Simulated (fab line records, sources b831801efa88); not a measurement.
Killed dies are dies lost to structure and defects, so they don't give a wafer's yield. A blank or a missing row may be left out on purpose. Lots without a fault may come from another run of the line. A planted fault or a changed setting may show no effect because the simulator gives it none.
Chamber matching | flow gf180mcu | GF_V1_CMP_26 on cmp-01: 4 sister chambers
The step polishes, stops on SiO2, t overpolish 15 s, target thk 0 nm. 14 wafers are shown with their chamber, then 7 later ones without.

WAFERS WITH THEIR CHAMBER
wafer  | chamber | motor_current_A (A) | time_to_endpoint_s (s) | overpolish_run_s (s)
L109.3 | 2       | 12.7                | 89                     | 14.997
L109.4 | 1       | 10.3                | 91                     | 15.005
L109.5 | 1       | 10.1                | 91                     | 15.008
L113.2 | 3       | 10.1                | 91                     | 14.999
L113.4 | 2       | 12.9                | 88                     | 14.997
L113.5 | 3       | 10.1                | 92                     | 14.998
L118.2 | 3       | 10.1                | 86                     | 14.998
L118.3 | 2       | 12.4                | 84                     | 14.992
L118.4 | 1       | 9.5                 | 89                     | 14.991
L119.4 | 3       | 10.3                | 88                     | 15.002
L119.5 | 2       | 12.4                | 87                     | 15.001
L119.6 | 3       | 9.3                 | 88                     | 14.987
L121.3 | 0       | 12.3                | 79                     | 15.018
L121.4 | 3       | 9.6                 | 90                     | 15.014

SIGNATURES (means of the wafers above)
reading            | chamber 0 | chamber 1 | chamber 2 | chamber 3 | scatter within a chamber
motor_current_A    | 12.300    | 9.967     | 12.600    | 9.917     | 0.354
time_to_endpoint_s | 79.00     | 90.33     | 87.00     | 89.17     | 2.04
overpolish_run_s   | 15.01800  | 15.00133  | 14.99675  | 14.99967  | 0.00763
Rule: a wafer's distance from a chamber is the root of the sum, over the readings, of the square of ((its reading less the chamber's mean) divided by the reading's scatter). The wafer belongs to the nearest chamber; if the next one is less than 2 further off, it can't be placed. The scatter: the root of (the sum of the squares of (reading less its chamber's mean) over the shown wafers, divided by (wafers less chambers)).

WAFERS WITHOUT THEIR CHAMBER
wafer  | motor_current_A (A) | time_to_endpoint_s (s) | overpolish_run_s (s)
L121.5 | 10.7                | 84                     | 14.997
L124.2 | 10.2                | 91                     | 14.990
L124.5 | 10.0                | 87                     | 14.996
L124.6 | 13.1                | 89                     | 15.009
L126.2 | 11.1                | 81                     | 15.002
L126.3 | 12.1                | 87                     | 15.013
L126.6 | 11.5                | 84                     | 15.004

WHICH CHAMBER EACH WENT THROUGH
wafer  | from the rows above               | in truth
L121.5 | can't be placed: 3 or 1           | 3
L124.2 | can't be placed: 1 or 3           | 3
L124.5 | can't be placed: 3 or 1           | 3
L124.6 | 2                                 | 2
L126.2 | can't be placed: 0 or 2 or 3 or 1 | 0
L126.3 | can't be placed: 2 or 0           | 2
L126.6 | can't be placed: 2 or 0 or 3 or 1 | 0
Placed correctly: 1 of 7. Can't be placed from these rows: 6 (the true chamber is among the candidates in 6). Placed wrongly: 0.
